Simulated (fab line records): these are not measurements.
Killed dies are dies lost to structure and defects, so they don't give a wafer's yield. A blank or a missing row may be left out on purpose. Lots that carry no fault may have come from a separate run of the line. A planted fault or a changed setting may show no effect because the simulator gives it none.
Which tool did it? || flow gf180mcu || 39 wafers from 13 lots sampled at 4 of the route's 602 steps

## WHAT EACH GAUGE READ, for each wafer
GF_PASSIVATION_THK_MEAS_01. Usual: PASSIVATION_CVD_00_THK 1002 nm, standard deviation 16.
{"lot": "L914", "measured": "day 27 19:09", "on": "filmMetro-03", "PASSIVATION_CVD_00_THK (nm)": "1019 1003 1020", "flag": ""}
{"lot": "L916", "measured": "day 29 05:07", "on": "filmMetro-02", "PASSIVATION_CVD_00_THK (nm)": "973 988 1029", "flag": ""}
{"lot": "L917", "measured": "day 29 07:53", "on": "filmMetro-01", "PASSIVATION_CVD_00_THK (nm)": "982 998 1013", "flag": ""}
{"lot": "L918", "measured": "day 29 14:28", "on": "filmMetro-01", "PASSIVATION_CVD_00_THK (nm)": "991 974 1015", "flag": ""}
{"lot": "L919", "measured": "day 29 18:14", "on": "filmMetro-02", "PASSIVATION_CVD_00_THK (nm)": "1007 1007 1019", "flag": ""}
{"lot": "L921", "measured": "day 30 12:20", "on": "filmMetro-01", "PASSIVATION_CVD_00_THK (nm)": "1002 1001 1008", "flag": ""}
{"lot": "L926", "measured": "day 31 13:36", "on": "filmMetro-03", "PASSIVATION_CVD_00_THK (nm)": "973 1003 1014", "flag": ""}
{"lot": "L928", "measured": "day 32 07:10", "on": "filmMetro-02", "PASSIVATION_CVD_00_THK (nm)": "983 999 1010", "flag": ""}
{"lot": "L930", "measured": "day 32 16:41", "on": "filmMetro-03", "PASSIVATION_CVD_00_THK (nm)": "991 1010 1028", "flag": ""}
{"lot": "L932", "measured": "day 33 14:14", "on": "filmMetro-01", "PASSIVATION_CVD_00_THK (nm)": "988 1019 1035", "flag": ""}
{"lot": "L933", "measured": "day 33 15:28", "on": "filmMetro-01", "PASSIVATION_CVD_00_THK (nm)": "1007 999 1022", "flag": ""}
{"lot": "L934", "measured": "day 33 18:43", "on": "filmMetro-01", "PASSIVATION_CVD_00_THK (nm)": "995 1028 1004", "flag": ""}
{"lot": "L936", "measured": "day 34 02:09", "on": "filmMetro-01", "PASSIVATION_CVD_00_THK (nm)": "996 1047 1017", "flag": ""}

GF_PASSIVATION_BOW_MEAS_14. Usual: PASSIVATION_BOW 136 um, standard deviation 11.
{"lot": "L914", "measured": "day 28 16:38", "on": "filmMetro-02", "PASSIVATION_BOW (um)": "147 136 129", "flag": ""}
{"lot": "L916", "measured": "day 30 02:11", "on": "filmMetro-03", "PASSIVATION_BOW (um)": "147 144 140", "flag": ""}
{"lot": "L917", "measured": "day 30 05:06", "on": "filmMetro-02", "PASSIVATION_BOW (um)": "133 127 138", "flag": ""}
{"lot": "L918", "measured": "day 30 11:08", "on": "filmMetro-02", "PASSIVATION_BOW (um)": "110 120 117", "flag": ""}
{"lot": "L919", "measured": "day 30 14:59", "on": "filmMetro-01", "PASSIVATION_BOW (um)": "138 137 131", "flag": ""}
{"lot": "L921", "measured": "day 31 08:27", "on": "filmMetro-02", "PASSIVATION_BOW (um)": "131 123 139", "flag": ""}
{"lot": "L926", "measured": "day 32 09:43", "on": "filmMetro-01", "PASSIVATION_BOW (um)": "126 142 118", "flag": ""}
{"lot": "L928", "measured": "day 33 01:46", "on": "filmMetro-03", "PASSIVATION_BOW (um)": "160 143 157", "flag": ""}
{"lot": "L930", "measured": "day 33 10:17", "on": "filmMetro-02", "PASSIVATION_BOW (um)": "149 159 135", "flag": ""}
{"lot": "L932", "measured": "day 34 07:26", "on": "filmMetro-03", "PASSIVATION_BOW (um)": "126 125 130", "flag": ""}
{"lot": "L933", "measured": "day 34 08:45", "on": "filmMetro-02", "PASSIVATION_BOW (um)": "146 153 147", "flag": ""}
{"lot": "L934", "measured": "day 34 12:13", "on": "filmMetro-03", "PASSIVATION_BOW (um)": "140 135 138", "flag": ""}
{"lot": "L936", "measured": "day 34 19:25", "on": "filmMetro-01", "PASSIVATION_BOW (um)": "148 151 149", "flag": ""}

## WHAT TOOL EACH LOT RAN ON (gives the tool, then ch and the chambers of the sampled wafers, and finally the start)
{"lot": "L914", "GF_V5_CVD_23": "cvdW-01 ch 0,1, day 26 21:40", "GF_PASSIVATION_STRIP_12": "plasmaAsher-03 ch 0,1, day 28 15:01"}
{"lot": "L916", "GF_V5_CVD_23": "cvdW-02 ch 0,1, day 28 07:50", "GF_PASSIVATION_STRIP_12": "plasmaAsher-03 ch 0,1, day 30 00:35"}
{"lot": "L917", "GF_V5_CVD_23": "cvdW-01 ch 1, day 28 10:59", "GF_PASSIVATION_STRIP_12": "plasmaAsher-01 ch 1, day 30 03:29"}
{"lot": "L918", "GF_V5_CVD_23": "cvdW-02 ch 0,1, day 28 17:32", "GF_PASSIVATION_STRIP_12": "plasmaAsher-03 ch 0,1, day 30 09:32"}
{"lot": "L919", "GF_V5_CVD_23": "cvdW-02 ch 0,1, day 28 21:24", "GF_PASSIVATION_STRIP_12": "plasmaAsher-02 ch 0,1, day 30 13:23"}
{"lot": "L921", "GF_V5_CVD_23": "cvdW-01 ch 1, day 29 15:14", "GF_PASSIVATION_STRIP_12": "plasmaAsher-02 ch 0,1, day 31 06:50"}
{"lot": "L926", "GF_V5_CVD_23": "cvdW-02 ch 0,1, day 30 17:46", "GF_PASSIVATION_STRIP_12": "plasmaAsher-02 ch 0,1, day 32 08:07"}
{"lot": "L928", "GF_V5_CVD_23": "cvdW-02 ch 0,1, day 31 12:37", "GF_PASSIVATION_STRIP_12": "plasmaAsher-02 ch 0,1, day 33 00:10"}
{"lot": "L930", "GF_V5_CVD_23": "cvdW-02 ch 0,1, day 31 21:35", "GF_PASSIVATION_STRIP_12": "plasmaAsher-03 ch 0,1, day 33 08:41"}
{"lot": "L932", "GF_V5_CVD_23": "cvdW-01 ch 0,1, day 32 20:42", "GF_PASSIVATION_STRIP_12": "plasmaAsher-01 ch 0,1, day 34 05:49"}
{"lot": "L933", "GF_V5_CVD_23": "cvdW-01 ch 0,1, day 32 21:58", "GF_PASSIVATION_STRIP_12": "plasmaAsher-01 ch 0,1, day 34 07:08"}
{"lot": "L934", "GF_V5_CVD_23": "cvdW-02 ch 0,1, day 33 01:47", "GF_PASSIVATION_STRIP_12": "plasmaAsher-01 ch 0,1, day 34 10:37"}
{"lot": "L936", "GF_V5_CVD_23": "cvdW-01 ch 0,1, day 33 09:18", "GF_PASSIVATION_STRIP_12": "plasmaAsher-03 ch 0,1, day 34 17:49"}
- GF_V5_CVD_23: deposits W, target thk 350 nm, time 104.9 s.
- GF_PASSIVATION_STRIP_12: strips in O2/N2.

## AS READ BY THE TOOLS THEMSELVES (means over the sampled wafers that have a number; for cases with no such wafer, the mark the record gives instead)
GF_V5_CVD_23. Usual: chamberPressureTorr 39.98 Torr, standard deviation 0.089; heaterPowerW 857 W, standard deviation 89.
{"lot": "L914", "tool": "cvdW-01", "chamberPressureTorr (Torr)": 39.96, "heaterPowerW (W)": 851, "flag": ""}
{"lot": "L916", "tool": "cvdW-02", "chamberPressureTorr (Torr)": 39.98, "heaterPowerW (W)": 881, "flag": ""}
{"lot": "L917", "tool": "cvdW-01", "chamberPressureTorr (Torr)": 39.92, "heaterPowerW (W)": 879, "flag": ""}
{"lot": "L918", "tool": "cvdW-02", "chamberPressureTorr (Torr)": 40.11, "heaterPowerW (W)": 878, "flag": ""}
{"lot": "L919", "tool": "cvdW-02", "chamberPressureTorr (Torr)": 39.98, "heaterPowerW (W)": 880, "flag": ""}
{"lot": "L921", "tool": "cvdW-01", "chamberPressureTorr (Torr)": 39.89, "heaterPowerW (W)": 881, "flag": ""}
{"lot": "L926", "tool": "cvdW-02", "chamberPressureTorr (Torr)": 40.11, "heaterPowerW (W)": 888, "flag": ""}
{"lot": "L928", "tool": "cvdW-02", "chamberPressureTorr (Torr)": 39.96, "heaterPowerW (W)": 885, "flag": ""}
{"lot": "L930", "tool": "cvdW-02", "chamberPressureTorr (Torr)": 39.97, "heaterPowerW (W)": 786, "flag": ""}
{"lot": "L932", "tool": "cvdW-01", "chamberPressureTorr (Torr)": 40.03, "heaterPowerW (W)": 862, "flag": ""}
{"lot": "L933", "tool": "cvdW-01", "chamberPressureTorr (Torr)": 39.98, "heaterPowerW (W)": 862, "flag": ""}
{"lot": "L934", "tool": "cvdW-02", "chamberPressureTorr (Torr)": 40.12, "heaterPowerW (W)": 883, "flag": ""}
{"lot": "L936", "tool": "cvdW-01", "chamberPressureTorr (Torr)": 39.96, "heaterPowerW (W)": 855, "flag": ""}

GF_PASSIVATION_STRIP_12. Usual: chamberPressureMTorr 1499.9 mTorr, standard deviation 1.3; drypumpMotorCurrentA 6.0 A, standard deviation 0.52; heaterPowerW 330 W, standard deviation 31; oesProductAu 0.720 a.u., standard deviation 0.0045; stripTimeToEndpointS 34.8 s, standard deviation 0.34.
{"lot": "L914", "tool": "plasmaAsher-03", "chamberPressureMTorr (mTorr)": 1500.8, "drypumpMotorCurrentA (A)": 6.5, "heaterPowerW (W)": 353, "oesProductAu (a.u.)": 0.721, "stripTimeToEndpointS (s)": 34.8, "flag": ""}
{"lot": "L916", "tool": "plasmaAsher-03", "chamberPressureMTorr (mTorr)": 1499.0, "drypumpMotorCurrentA (A)": 6.2, "heaterPowerW (W)": 360, "oesProductAu (a.u.)": 0.720, "stripTimeToEndpointS (s)": 34.9, "flag": ""}
{"lot": "L917", "tool": "plasmaAsher-01", "chamberPressureMTorr (mTorr)": 1498.7, "drypumpMotorCurrentA (A)": 5.6, "heaterPowerW (W)": 362, "oesProductAu (a.u.)": 0.724, "stripTimeToEndpointS (s)": 35.0, "flag": ""}
{"lot": "L918", "tool": "plasmaAsher-03", "chamberPressureMTorr (mTorr)": 1500.1, "drypumpMotorCurrentA (A)": 6.5, "heaterPowerW (W)": 356, "oesProductAu (a.u.)": 0.720, "stripTimeToEndpointS (s)": 35.0, "flag": ""}
{"lot": "L919", "tool": "plasmaAsher-02", "chamberPressureMTorr (mTorr)": 1500.8, "drypumpMotorCurrentA (A)": 5.7, "heaterPowerW (W)": 324, "oesProductAu (a.u.)": 0.720, "stripTimeToEndpointS (s)": 34.9, "flag": ""}
{"lot": "L921", "tool": "plasmaAsher-02", "chamberPressureMTorr (mTorr)": 1499.1, "drypumpMotorCurrentA (A)": 6.2, "heaterPowerW (W)": 314, "oesProductAu (a.u.)": 0.716, "stripTimeToEndpointS (s)": 34.5, "flag": ""}
{"lot": "L926", "tool": "plasmaAsher-02", "chamberPressureMTorr (mTorr)": 1699.9, "drypumpMotorCurrentA (A)": 5.7, "heaterPowerW (W)": 303, "oesProductAu (a.u.)": 0.732, "stripTimeToEndpointS (s)": 33.9, "flag": "OFF"}
{"lot": "L928", "tool": "plasmaAsher-02", "chamberPressureMTorr (mTorr)": 1600.0, "drypumpMotorCurrentA (A)": 6.2, "heaterPowerW (W)": 302, "oesProductAu (a.u.)": 0.729, "stripTimeToEndpointS (s)": 34.6, "flag": "OFF"}
{"lot": "L930", "tool": "plasmaAsher-03", "chamberPressureMTorr (mTorr)": 1499.3, "drypumpMotorCurrentA (A)": 6.5, "heaterPowerW (W)": 358, "oesProductAu (a.u.)": 0.721, "stripTimeToEndpointS (s)": 35.0, "flag": ""}
{"lot": "L932", "tool": "plasmaAsher-01", "chamberPressureMTorr (mTorr)": 1500.1, "drypumpMotorCurrentA (A)": 5.7, "heaterPowerW (W)": 334, "oesProductAu (a.u.)": 0.720, "stripTimeToEndpointS (s)": 35.2, "flag": ""}
{"lot": "L933", "tool": "plasmaAsher-01", "chamberPressureMTorr (mTorr)": 1500.6, "drypumpMotorCurrentA (A)": 5.9, "heaterPowerW (W)": 308, "oesProductAu (a.u.)": 0.713, "stripTimeToEndpointS (s)": 35.2, "flag": ""}
{"lot": "L934", "tool": "plasmaAsher-01", "chamberPressureMTorr (mTorr)": 1500.5, "drypumpMotorCurrentA (A)": 5.7, "heaterPowerW (W)": 332, "oesProductAu (a.u.)": 0.723, "stripTimeToEndpointS (s)": 34.6, "flag": ""}
{"lot": "L936", "tool": "plasmaAsher-03", "chamberPressureMTorr (mTorr)": 1500.7, "drypumpMotorCurrentA (A)": 6.5, "heaterPowerW (W)": 361, "oesProductAu (a.u.)": 0.720, "stripTimeToEndpointS (s)": 35.1, "flag": ""}

## THE ANSWER, worked out from the rows above alone
Rule: take the mean of a lot's wafers that have a number; if it is more than 3 standard deviations from the usual mean, the lot is off. A lot without any number at a reading at which 4 lots or more have one is off too. All remaining lots with rows at the step are treated as sound. The gauges are gone through in route order, then the tools' own readings, and for those a lot's mean is taken as printed above. The first step at which some lot is off is used, and at that step the reading that is off furthest; a lot without a number counts as furthest.
Off at GF_PASSIVATION_STRIP_12 (chamberPressureMTorr): L926, L928.
If a tool, at that step or one of the process steps before it, ran each lot that is off and ran no sound lot following the first of them, it fits. One fits: GF_PASSIVATION_STRIP_12 on plasmaAsher-02. A fault onset in the window from L921 (day 31 06:50, its last sound lot) to L926 (day 32 08:07, its first lot off) fits.
On the lots that are off, the tool's own readings at GF_PASSIVATION_STRIP_12 differ by more than 5 times the standard deviation of the sound lots' means, which bears it out; chamberPressureMTorr reads 1650.0 mTorr there versus 1500.0 mTorr on the sound lots.

## WHAT THE SIMULATOR HAD INSERTED
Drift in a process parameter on plasmaAsher-02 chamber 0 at GF_PASSIVATION_STRIP_12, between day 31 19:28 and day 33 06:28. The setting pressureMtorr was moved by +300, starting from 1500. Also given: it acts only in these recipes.
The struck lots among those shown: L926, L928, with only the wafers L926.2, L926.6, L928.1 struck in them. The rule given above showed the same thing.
